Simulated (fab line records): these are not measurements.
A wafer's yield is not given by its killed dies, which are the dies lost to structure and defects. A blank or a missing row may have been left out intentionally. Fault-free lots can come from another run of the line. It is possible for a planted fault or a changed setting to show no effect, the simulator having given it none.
Struck lot and sound lot, side by side || flow gf180mcu || 16 out of 602 route steps
Sound: wafers L603.1, L603.3, L603.6. Wafers struck: L610.1, L610.2, L610.4. The cause is named last.
Order at every step that has rows: each side's tool, ch and its chambers, its first start. Under that, the readings that differ: sound wafers || struck wafers || difference of the means || sigmas: that difference in standard deviations of wafers without a fault.
alike: a reading whose means differ by less than 2 such deviations, as well as words and numbers matching on both sides. not compared: withheld readings; readings where some wafer has no value; bounds like >300 that might hide an equal value; numbers whose values overlap and for which the record gives no deviation.
Wherever a step has rows on one side only, a row that says differs or no value, or a row with sigmas, the two part there. Numbers that have no deviation but don't overlap get no sigmas and don't part them. A reading missing from all wafers of one side parts the sides only when that side holds two or more wafers.

first, 6 steps without rows for these wafers: GF_TOP_METAL_HMDS_08 (prime time 60 s); GF_TOP_METAL_COAT_09 (resist thk 1500 nm); GF_TOP_METAL_SOFTBAKE_10 (time 60 s); GF_TOP_METAL_EXPOSE_11 (exposes mask MetalTop, target cd 440 nm); GF_TOP_METAL_PEB_12; GF_TOP_METAL_DEVELOP_13 (develop time 60 s).
GF_TOP_METAL_CD_MEAS_14: target cd 440 nm.
  sound on cdSem-02 at day 30 02:24; struck on cdSem-01 at day 31 23:12
{"reading": "cdNm (nm)", "sound": "443.1 442.9 442.7", "struck": "439.0 437.3 438.4", "difference": -4.7, "sigmas": -2}
GF_TOP_METAL_OVL_MEAS_15:
  sound on overlay-01 at day 30 02:31; struck on overlay-02 at day 31 23:19
  alike: TOP_METAL_OVL
GF_TOP_METAL_METAL_ETCH_16: etches the open film in Cl2/BCl3, stops on SiO2, target depth 1197 nm, time 199.5 s.
  sound on rieMetal-04 ch 0,1, day 30 02:33; struck on rieMetal-01 ch 0,1, day 31 23:21
  alike: drypumpMotorCurrentA, oesProductAu, throttleValvePct
  not compared: rfHoursCounterH
GF_TOP_METAL_STRIP_17: strips in O2/N2.
  sound on plasmaAsher-03 ch 0, day 30 02:45; struck on plasmaAsher-03 ch 0,1, day 31 23:33
  alike: drypumpMotorCurrentA, heaterPowerW, oesProductAu, stripTimeToEndpointS
  not compared: rfHoursCounterH
then, 2 steps without rows for these wafers: GF_TOP_METAL_STRIP_18 (strips in post etch residue remover, time 1200 s); GF_TOP_METAL_CLEAN_19 (cleans in DIW).
GF_PASSIVATION_CVD_00: deposits SiO2 from TEOS, target thk 1000 nm, time 111.95 s.
  sound on pecvd-01 ch 0,1,2, day 30 03:43; struck on pecvd-04 ch 1,2, day 32 00:07
{"reading": "model.SiO2_of_PASSIVATION_CVD_00.thkNm (nm)", "sound": "1003 994 1023", "struck": "523.8 528.6 527.4", "difference": -480.1, "sigmas": ""}
  alike: heaterPowerW
GF_PASSIVATION_THK_MEAS_01:
  sound on filmMetro-02 at day 30 03:47; struck on filmMetro-02 at day 32 00:11
{"reading": "PASSIVATION_CVD_00_THK (nm)", "sound": "1003 994 1024", "struck": "524 529 528", "difference": -480, "sigmas": -32}
GF_PASSIVATION_CVD_02: deposits Si3N4, target thk 700 nm, time 486.18 s.
  sound on pecvd-03 ch 0,1,2, day 30 03:51; struck on pecvd-01 ch 1,2, day 32 00:15
  alike: heaterPowerW
after that, 1 step had no rows for these wafers: GF_PASSIVATION_PROBE_99.

## WHERE THEY PART
Last at GF_PASSIVATION_THK_MEAS_01 as far as this record goes, first at GF_TOP_METAL_CD_MEAS_14. Later steps at which nothing parts them and some readings are alike: GF_PASSIVATION_CVD_02.

WHY: the cause the simulator had injected
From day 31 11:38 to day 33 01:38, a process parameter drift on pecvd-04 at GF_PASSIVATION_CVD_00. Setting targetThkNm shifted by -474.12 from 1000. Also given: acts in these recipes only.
